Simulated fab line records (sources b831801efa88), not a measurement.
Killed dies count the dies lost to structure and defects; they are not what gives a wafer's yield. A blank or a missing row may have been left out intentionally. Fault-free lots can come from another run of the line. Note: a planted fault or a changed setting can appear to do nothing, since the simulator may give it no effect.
Matching of chambers | flow sfq-line | SFQ_TRILAYER_I0_VIA_ETCH_VIA_ETCH_034 on rie-diel-02 has 4 sister chambers
The step etches SiO2 in CHF3, stops on Nb, target depth 260 nm. 8 wafers are shown with their chamber, then 8 later ones without.

## EACH WAFER AND ITS CHAMBER
wafer  | chamber | oes-product-au (a.u.)
L935.2 | 1       | 0.848
L935.3 | 2       | 0.850
L936.2 | 1       | 0.865
L936.5 | 3       | 0.853
L939.1 | 3       | 0.854
L939.3 | 0       | 0.857
L939.4 | 2       | 0.866
L942.2 | 0       | 0.858

## WAFERS MISSING THEIR CHAMBER
wafer  | oes-product-au (a.u.)
L942.4 | 0.853
L942.6 | 0.861
L945.2 | 0.865
L945.4 | 0.853
L945.6 | 0.865
L950.2 | 0.858
L950.4 | 0.855
L950.5 | 0.846

## CHAMBER TAKEN BY EACH
wafer  | from the rows above               | in truth
L942.4 | can't be placed: 3 or 1 or 0 or 2 | 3
L942.6 | can't be placed: 2 or 0 or 1 or 3 | 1
L945.2 | can't be placed: 2 or 0 or 1 or 3 | 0
L945.4 | can't be placed: 3 or 1 or 0 or 2 | 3
L945.6 | can't be placed: 2 or 0 or 1 or 3 | 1
L950.2 | can't be placed: 2 or 0 or 1 or 3 | 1
L950.4 | can't be placed: 1 or 3 or 0 or 2 | 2
L950.5 | can't be placed: 3 or 1 or 0 or 2 | 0
Correctly placed: 0 of 8. Cannot be placed on the basis of these rows: 8; the candidates contain the true chamber in 8. Placed wrongly: 0.
How it was worked out, from the rows above alone: a wafer's distance from a chamber is the root of the sum, over the readings, of the square of ((its reading less the chamber's mean) divided by the reading's scatter). If the next closest chamber is less than 2 further off than the closest, the wafer can't be placed; otherwise it belongs to the closest. The mean given for a chamber averages the wafers shown for that chamber. The scatter is the square root of a quotient: the sum, over the shown wafers, of each reading's squared deviation from its chamber's mean, divided by wafers minus chambers.
